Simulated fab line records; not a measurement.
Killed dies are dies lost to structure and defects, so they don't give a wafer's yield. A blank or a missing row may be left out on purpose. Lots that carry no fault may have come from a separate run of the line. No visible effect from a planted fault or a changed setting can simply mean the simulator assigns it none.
fab line records	flow sky130
record lots=11	wafers=33	last_day=49
route steps=708 shown POLY_CUT@317 SD_P@327 SD_N@354 LI_CONTACT@362 PAD_OPEN@708
lots with no fault: from the same line, run without faults
start_h: the number of hours between the record's first day and the start of the first shown wafer of the lot	wait_h: how many hours have passed since the lot's step before this one	" same as the row above	L1.1+2: one row covering several wafers at once	- either no value or no given start	* or withheld: withheld	< > ~ a bound
route shown NAME@n: names a module that has steps shown in the file, with the first one's number in the route	usual: mean/standard deviation taken from wafers without a fault	same: alike in all rows	chamber/n: place in a boat	sites: readings site by site	_std_site: their standard deviation	_edge_site: outer sites' mean less inner sites'	radius_mm: for every site, how far away it sits from the centre of the wafer	mask NAME#n: copy n	behind: the last tool/chamber to shape the wafer	hold: why the lot went on hold/how many hours it stayed there/how the hold came to an end	device: the n, p or np transistor that did not switch	end of line: tests of these same wafers at the route's end	where a step has no rows: the recipe by itself	killed: at the first sort, the dies lost to defects and structure; wafer yield is something else	map: a wafer's dies, marking killed ones x, the rest . and places with no die _
set.NAME: the run value of the setting; set.NAME@STEP: its run value at that earlier step	model.NAME: the simulator's own value behind a step, which no gauge read
route steps across a sampled set of lots; one table per step, one row per wafer
services: when a tool's chamber went out of use (start_h, in hours from the record's first day, below 0 if earlier), for how many hours, and the reason
## steps
# step SKY_POLY_CUT_ETCH_10
# recipe chemistry=N2/H2	target=BARC	ion_energy_ev=200	source_w=500	bias_w=100	pressure_mtorr=30	n2_flow_sccm=100	h2_flow_sccm=200	stop_on=SiO2	time_s=45.9	target_depth_a=600
# usual chamber_pressure_mTorr=30.001/0.027	drypump_motor_current_A=5.7/0.61	oes_product_au=0.855/0.0045	throttle_valve_pct=13.224/0.0093
lot.wafer	tool	chamber	start_h	wait_h	chamber_pressure_mTorr	drypump_motor_current_A	oes_product_au	rf_hours_counter_h	throttle_valve_pct
L956.1	rie_diel-04	1	559.60	0.0	30.047	5.2	0.850	3	13.220
L956.4	"	3	"	"	30.005	5.0	0.855	62	13.217
L956.6	"	2	"	"	30.012	5.6	0.854	-	13.214
L957.4	rie_diel-02	2	577.50	0.0	30.031	6.2	0.854	-	13.233
L957.5	"	1	"	"	29.936	4.7	0.856	-	13.225
L957.6	"	3	"	"	29.978	5.9	0.860	-	13.237
L958.3	rie_diel-01	1	586.14	0.0	29.995	5.6	0.855	3	13.206
L958.4	"	2	"	"	30.032	5.6	0.860	5	13.225
L958.5	"	0	"	"	30.026	6.4	0.860	-	13.224
L959.3	rie_diel-04	3	587.70	0.0	30.025	5.0	0.854	63	13.243
L959.4	"	1	"	"	30.000	5.2	0.856	4	13.228
L959.6	"	0	"	"	29.954	6.8	0.851	-	13.228
L964.2	rie_diel-04	3	624.15	0.0	30.026	5.0	0.854	64	13.211
L964.4	"	1	"	"	30.048	5.2	0.860	5	13.214
L964.5	"	1	"	"	30.015	5.2	0.853	-	13.219
L967.3	rie_diel-01	3	648.45	0.0	29.991	5.4	0.855	7	13.212
L967.4	"	1	"	"	29.962	5.6	0.854	4	13.220
L967.5	"	3	"	"	30.028	5.4	0.849	-	13.228
L968.1	rie_diel-04	3	653.09	0.0	29.976	5.0	0.855	65	13.227
L968.3	"	1	"	"	29.972	5.2	0.861	6	13.229
L968.4	"	2	"	"	30.004	5.7	0.859	16	13.218
L971.2	rie_diel-01	3	676.95	0.0	29.999	5.4	0.858	7	13.213
L971.3	"	0	"	"	30.021	6.4	0.862	12	13.224
L971.6	"	3	"	"	29.996	5.4	0.850	-	13.208
L972.3	rie_diel-04	0	695.50	0.0	29.992	6.8	0.851	3	13.227
L972.4	"	3	"	"	29.959	5.0	0.859	-	13.215
L972.5	"	0	"	"	30.053	6.8	0.860	-	13.240
L973.3	rie_diel-02	3	700.19	0.0	30.002	5.9	0.856	11	13.216
L973.4	"	2	"	"	30.014	6.2	0.846	-	13.217
L973.6	"	3	"	"	30.004	5.8	0.859	-	13.243
L976.1	rie_diel-04	2	721.53	0.0	30.015	5.6	0.853	18	13.218
L976.2	"	3	"	"	29.976	5.0	0.850	1	13.240
L976.4	"	0	"	"	29.991	6.8	0.855	3	13.214
# step SKY_SD_P_CD_MEAS_07
# recipe target_cd_nm=380
# usual cd_nm=379.4/2.8
lot.wafer	tool	chamber	start_h	wait_h	cd_nm
L956.1	cd_sem-02	-	588.64	0.1	382.6
L956.4	"	-	"	"	382.6
L956.6	"	-	"	"	381.6
L957.4	cd_sem-01	-	606.98	0.1	377.2
L957.5	"	-	"	"	376.8
L957.6	"	-	"	"	378.0
L958.3	cd_sem-01	-	614.48	0.1	383.4
L958.4	"	-	"	"	380.5
L958.5	"	-	"	"	380.6
L959.3	cd_sem-02	-	615.93	0.1	380.3
L959.4	"	-	"	"	378.6
L959.6	"	-	"	"	377.5
L964.2	cd_sem-01	-	652.16	0.1	386.8
L964.4	"	-	"	"	387.9
L964.5	"	-	"	"	384.1
L967.3	cd_sem-02	-	676.41	0.1	378.5
L967.4	"	-	"	"	381.2
L967.5	"	-	"	"	379.6
L968.1	cd_sem-02	-	680.79	0.1	380.8
L968.3	"	-	"	"	380.7
L968.4	"	-	"	"	379.7
L971.2	cd_sem-02	-	704.46	0.1	379.6
L971.3	"	-	"	"	379.9
L971.6	"	-	"	"	378.1
L972.3	cd_sem-02	-	723.38	0.1	377.4
L972.4	"	-	"	"	378.3
L972.5	"	-	"	"	377.4
L973.3	cd_sem-02	-	726.98	0.1	382.2
L973.4	"	-	"	"	379.5
L973.6	"	-	"	"	378.3
L976.1	cd_sem-01	-	748.94	0.1	379.6
L976.2	"	-	"	"	382.1
L976.4	"	-	"	"	382.0
# step SKY_SD_N_TW_MEAS_12
# usual SD_N_TW=3958/28
lot.wafer	tool	chamber	start_h	wait_h	SD_N_TW
L956.1	film_metro-03	-	646.87	0.1	3941
L956.4	"	-	"	"	3939
L956.6	"	-	"	"	3933
L957.4	film_metro-03	-	665.25	0.1	3926
L957.5	"	-	"	"	3912
L957.6	"	-	"	"	3928
L958.3	film_metro-03	-	672.97	0.1	3959
L958.4	"	-	"	"	3939
L958.5	"	-	"	"	3925
L959.3	film_metro-02	-	674.57	0.1	3955
L959.4	"	-	"	"	3951
L959.6	"	-	"	"	3939
L964.2	film_metro-04	-	707.04	0.1	4000
L964.4	"	-	"	"	3997
L964.5	"	-	"	"	4020
L967.3	film_metro-02	-	732.77	0.1	3954
L967.4	"	-	"	"	3963
L967.5	"	-	"	"	3960
L968.1	film_metro-02	-	736.73	0.1	3990
L968.3	"	-	"	"	3978
L968.4	"	-	"	"	3983
L971.2	film_metro-02	-	760.04	0.1	3951
L971.3	"	-	"	"	3932
L971.6	"	-	"	"	3939
L972.3	film_metro-04	-	777.85	0.1	3995
L972.4	"	-	"	"	4011
L972.5	"	-	"	"	4017
L973.3	film_metro-03	-	781.05	0.1	3949
L973.4	"	-	"	"	3951
L973.6	"	-	"	"	3962
L976.1	film_metro-02	-	803.13	0.1	3946
L976.2	"	-	"	"	3934
L976.4	"	-	"	"	3932
# step SKY_LI_CONTACT_HDPCVD_00
# recipe material=PSG	target_thk_nm=930	sigma_open_frac=0.3	time_s=155	temp_c=600	sih4_flow_sccm=60	pressure_mtorr=6
# usual pressure_mtorr=6.001/0.013
lot.wafer	tool	chamber	start_h	wait_h	pressure_mtorr
L956.1	hdpcvd-01	0	647.54	0.0	6.009
L956.4	"	0	"	"	5.991
L956.6	"	1	"	"	5.992
L957.4	hdpcvd-01	1	665.95	0.1	6.015
L957.5	"	1	"	"	6.034
L957.6	"	2	"	"	5.987
L958.3	hdpcvd-01	1	673.61	0.0	6.022
L958.4	"	1	"	"	6.021
L958.5	"	2	"	"	6.025
L959.3	hdpcvd-01	1	675.21	0.0	6.023
L959.4	"	1	"	"	6.017
L959.6	"	0	"	"	6.000
L964.2	hdpcvd-02	1	707.69	0.0	6.008
L964.4	"	2	"	"	6.010
L964.5	"	1	"	"	6.000
L967.3	hdpcvd-02	2	733.41	0.0	6.005
L967.4	"	2	"	"	6.007
L967.5	"	1	"	"	6.016
L968.1	hdpcvd-01	0	737.39	0.0	5.985
L968.3	"	1	"	"	5.994
L968.4	"	0	"	"	5.979
L971.2	hdpcvd-01	0	760.78	0.0	6.017
L971.3	"	2	"	"	5.996
L971.6	"	2	"	"	6.002
L972.3	hdpcvd-01	1	778.49	0.0	6.001
L972.4	"	2	"	"	5.995
L972.5	"	0	"	"	5.993
L973.3	hdpcvd-01	1	781.69	0.0	6.001
L973.4	"	2	"	"	5.987
L973.6	"	1	"	"	6.022
L976.1	hdpcvd-01	1	803.79	0.0	6.000
L976.2	"	0	"	"	6.005
L976.4	"	0	"	"	6.003
# step SKY_LI_CONTACT_THK_MEAS_01
# recipe reads=PSG_of_LI_CONTACT_HDPCVD_00
# usual LI_CONTACT_HDPCVD_THK=934/10
lot.wafer	tool	chamber	start_h	wait_h	LI_CONTACT_HDPCVD_THK[nm]
L956.1	film_metro-03	-	647.64	0.1	939
L956.4	"	-	"	"	939
L956.6	"	-	"	"	934
L957.4	film_metro-03	-	666.09	0.1	953
L957.5	"	-	"	"	944
L957.6	"	-	"	"	923
L958.3	film_metro-03	-	673.73	0.1	953
L958.4	"	-	"	"	943
L958.5	"	-	"	"	924
L959.3	film_metro-03	-	675.33	0.1	932
L959.4	"	-	"	"	932
L959.6	"	-	"	"	918
L964.2	film_metro-02	-	707.80	0.1	927
L964.4	"	-	"	"	771
L964.5	"	-	"	"	934
L967.3	film_metro-04	-	733.53	0.1	759
L967.4	"	-	"	"	776
L967.5	"	-	"	"	924
L968.1	film_metro-03	-	737.49	0.1	939
L968.3	"	-	"	"	954
L968.4	"	-	"	"	936
L971.2	film_metro-03	-	760.90	0.1	930
L971.3	"	-	"	"	931
L971.6	"	-	"	"	932
L972.3	film_metro-04	-	778.61	0.1	930
L972.4	"	-	"	"	922
L972.5	"	-	"	"	928
L973.3	film_metro-03	-	781.81	0.1	943
L973.4	"	-	"	"	926
L973.6	"	-	"	"	951
L976.1	film_metro-03	-	803.89	0.1	950
L976.2	"	-	"	"	925
L976.4	"	-	"	"	928
# step SKY_LI_CONTACT_ETCH_15
# recipe target=PSG	chemistry=C4F8/O2/Ar	stop_on=Si	taper_deg=4.15	mask_material=KrF-thick	source_w=1500	bias_w=1200	pressure_mtorr=40	c4f8_flow_sccm=withheld	O2_flow_sccm=6	Ar_flow_sccm=300	time_s=withheld	target_depth_a=6000
# usual chamber_pressure_mTorr=40.00/0.035	oes_product_au=0.838/0.0043
lot.wafer	tool	chamber	start_h	wait_h	chamber_pressure_mTorr	oes_product_au
L956.1	rie_diel-02	1	676.04	0.0	40.02	0.836
L956.4	"	2	"	"	39.94	0.836
L956.6	"	3	"	"	39.91	0.839
L957.4	rie_diel-02	3	694.06	0.0	40.01	0.838
L957.5	"	1	"	"	39.95	0.844
L957.6	"	2	"	"	40.01	0.837
L958.3	rie_diel-03	1	701.83	0.0	40.01	0.835
L958.4	"	3	"	"	39.99	0.841
L958.5	"	1	"	"	40.00	0.836
L959.3	rie_diel-03	3	703.78	0.0	39.99	0.827
L959.4	"	3	"	"	40.07	0.845
L959.6	"	2	"	"	40.03	0.839
L964.2	rie_diel-03	2	736.29	0.0	39.97	0.831
L964.4	"	0	"	"	40.03	0.716
L964.5	"	2	"	"	40.02	0.839
L967.3	rie_diel-01	2	761.32	0.0	40.03	0.730
L967.4	"	0	"	"	39.99	0.728
L967.5	"	2	"	"	39.98	0.841
L968.1	rie_diel-01	1	765.37	0.0	39.97	0.832
L968.3	"	0	"	"	39.99	0.837
L968.4	"	2	"	"	39.96	0.841
L971.2	rie_diel-02	2	786.83	0.0	40.06	0.837
L971.3	"	0	"	"	40.00	0.839
L971.6	"	3	"	"	40.01	0.838
L972.3	rie_diel-01	3	805.57	0.0	40.00	0.844
L972.4	"	1	"	"	40.02	0.833
L972.5	"	2	"	"	39.96	0.836
L973.3	rie_diel-03	1	809.44	0.0	40.07	0.849
L973.4	"	2	"	"	39.96	0.834
L973.6	"	1	"	"	39.99	0.838
L976.1	rie_diel-02	0	830.84	0.0	40.00	0.835
L976.2	"	1	"	"	40.01	0.835
L976.4	"	2	"	"	40.05	0.841
# step SKY_PAD_OPEN_PROBE_99
# usual killed_at_M0_to_M3=43/6.5	killed_at_M4_up=3.2/1.8	killed_at_contacts=26/5.2	killed_at_front_end=16/4.8	killed_at_other=0.3/0.6	killed_dies=89/9.6	killed_open=48/7.1	killed_short=40/6.4
# same gross_dies=492	killed_at_back_side=0
lot.wafer	tool	chamber	start_h	wait_h	killed_at_M0_to_M3	killed_at_M4_up	killed_at_contacts	killed_at_front_end	killed_at_other	killed_dies	killed_open	killed_short
L964.4	prober-01	-	1119.39	0.2	41	4	27	12	1	85	42	38
L967.3	prober-02	-	1139.01	0.2	46	7	26	16	0	95	42	48
L967.4	prober-02	-	1139.06	0.2	43	6	29	26	0	104	51	45
# killed by level:class
L964.4 VIA1:geometric_particle:open=10 LI_CONTACT:geometric_particle:open=7 CONTACT:geometric_particle:short=7 METAL1:geometric_particle:short=6 VIA3:geometric_particle:open=6 CONTACT:geometric_particle:open=5 LI_CONTACT:area_hdpcvd=5 VIA2:geometric_particle:open=4
L967.3 LI_CONTACT:geometric_particle:open=10 VIA1:geometric_particle:open=8 VIA1:geometric_particle:short=7 VIA3:geometric_particle:short=6 METAL4:geometric_particle:short=6 METAL1:geometric_particle:short=6 CONTACT:geometric_particle:open=5 VIA3:geometric_particle:open=5
L967.4 VIA1:geometric_particle:open=12 CONTACT:geometric_particle:open=9 METAL2:geometric_particle:short=9 VIA2:geometric_particle:open=8 POLY_GATE:geometric_particle:short=6 LI_CONTACT:geometric_particle:open=6 POLY_GATE:geometric_particle:open=5 VIA1:geometric_particle:short=5
## services
tool	chamber	start_h	hours	kind
rie_diel-02	0	571.98	9.7	repair
rie_diel-03	0	574.05	5.5	repair
rie_diel-01	1	586.34	2.9	repair
hdpcvd-01	-	590.35	0.9	repair
rie_diel-01	1	597.52	25.1	repair
rie_diel-02	0	605.75	3.0	repair
rie_diel-04	-	614.57	4.3	pm
rie_diel-01	-	615.23	10.0	pm
rie_diel-02	0	629.65	15.0	repair
rie_diel-02	2	633.02	9.1	repair
rie_diel-01	1	649.04	7.6	repair
hdpcvd-01	-	650.75	15.0	pm
hdpcvd-01	-	657.93	0.7	repair
hdpcvd-01	0	658.75	9.0	repair
rie_diel-03	3	664.01	2.6	repair
rie_diel-03	-	671.02	15.6	pm
rie_diel-04	1	673.39	27.4	repair
rie_diel-01	-	703.12	1.1	repair
rie_diel-04	3	712.88	3.7	repair
rie_diel-01	2	732.04	2.0	repair
rie_diel-01	1	775.84	1.4	repair
rie_diel-02	1	778.83	8.4	repair
hdpcvd-01	0	793.05	2.0	repair
hdpcvd-01	-	804.12	57.0	repair
## key
first_sign step=SKY_LI_CONTACT_THK_MEAS_01	reading=LI_CONTACT_HDPCVD_THK	direction=down	sigmas=16	usual=934	struck=769
effect step=SKY_LI_CONTACT_ETCH_15	reading=oes_product_au	direction=down	sigmas=26	usual=0.838	struck=0.725
met_at SKY_LI_CONTACT_HDPCVD_00
struck_lots L964,L967
struck_wafers L964.4,L967.3,L967.4
tester_left_out L964,L967
not_acting_at SKY_POLY_CUT_ETCH_10,SKY_SD_P_CD_MEAS_07,SKY_SD_N_TW_MEAS_12
fault kind=site_profile_drift	tool=hdpcvd-02	chamber=2	onset_h=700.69	steps=SKY_LI_CONTACT_HDPCVD_00	basis=fraction	max_abs_drift=0.35594	slope_share_per_hr=79.098	site_pattern=0,0,0,0,0,-1,-1,-1,-1
# tester_left_out: of these lots the tester's yield and bins aren't shown, on N5 and GAA mostly nor the transistor test; their killed dies are dies lost to structure and defects alone, not to doping, threshold or leakage, so they don't give the yield
